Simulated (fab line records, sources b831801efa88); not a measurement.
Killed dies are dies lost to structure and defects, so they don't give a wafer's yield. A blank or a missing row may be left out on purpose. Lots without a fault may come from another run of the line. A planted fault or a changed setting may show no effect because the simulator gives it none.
Which tool did it? | flow sfq_line | 15 lots, 45 wafers sampled, at 1 step of a route of 325

WHAT THE GAUGES READ, wafer by wafer
SFQ_M1_OVL_MEAS_911.
lot  | measured     | on         | M1_OVL (nm)
L827 | day 18 16:56 | overlay-01 | 2 -3 7
L829 | day 18 19:19 | overlay-01 | 3 -3 -4
L830 | day 18 21:44 | overlay-01 | -7 -5 -6
L832 | day 19 01:20 | overlay-02 | 0 1 1
L833 | day 19 02:32 | overlay-01 | 7 -1 2
L834 | day 19 06:07 | overlay-02 | -2 -6 -7
L835 | day 19 08:31 | overlay-02 | 1 4 3
L836 | day 19 09:44 | overlay-01 | 0 -1 -3
L838 | day 19 17:29 | overlay-01 | -3 -1 -6
L839 | day 19 18:41 | overlay-01 | 4 7 10
L840 | day 19 19:53 | overlay-02 | -8 -3 -7
L841 | day 20 09:05 | overlay-02 | 5 6 2
L843 | day 20 11:30 | overlay-01 | 1 5 7
L846 | day 22 07:33 | overlay-02 | 5 -1 0
L848 | day 34 16:06 | overlay-02 | -2 9 0

WHICH TOOL RAN EACH LOT (tool, then ch and the chambers of the sampled wafers, then the start)
The record holds no process step before these readings.

WHAT THE TOOLS THEMSELVES READ (means of the sampled wafers that have a number; where no wafer has one, the mark that the record gives instead)
The record holds no such reading with a usual standard deviation.

THE ANSWER, worked out from the rows above alone
Rule: what is usual is taken from the lots themselves. Put in order of their means at a reading, lots are off if they are a third of the lots or fewer, leave a main group of 4 or more, and stand apart from it by a gap of 3 or more times the standard deviation of the main group's means; of several such gaps the widest counts. A main group whose means are all the same, to the digits that the tables above print for the reading, isn't used. A lot without any number at a reading at which 4 lots or more have one is off too. The other lots that the step has rows for count as sound. The gauges are gone through in route order, then the tools' own readings, and for those a lot's mean is taken as printed above. The first step at which some lot is off is used, and at that step the reading that is off furthest; a lot without a number counts as furthest.
No lot is off at any reading shown: from this, nothing can be told.

WHAT THE SIMULATOR HAD PUT IN
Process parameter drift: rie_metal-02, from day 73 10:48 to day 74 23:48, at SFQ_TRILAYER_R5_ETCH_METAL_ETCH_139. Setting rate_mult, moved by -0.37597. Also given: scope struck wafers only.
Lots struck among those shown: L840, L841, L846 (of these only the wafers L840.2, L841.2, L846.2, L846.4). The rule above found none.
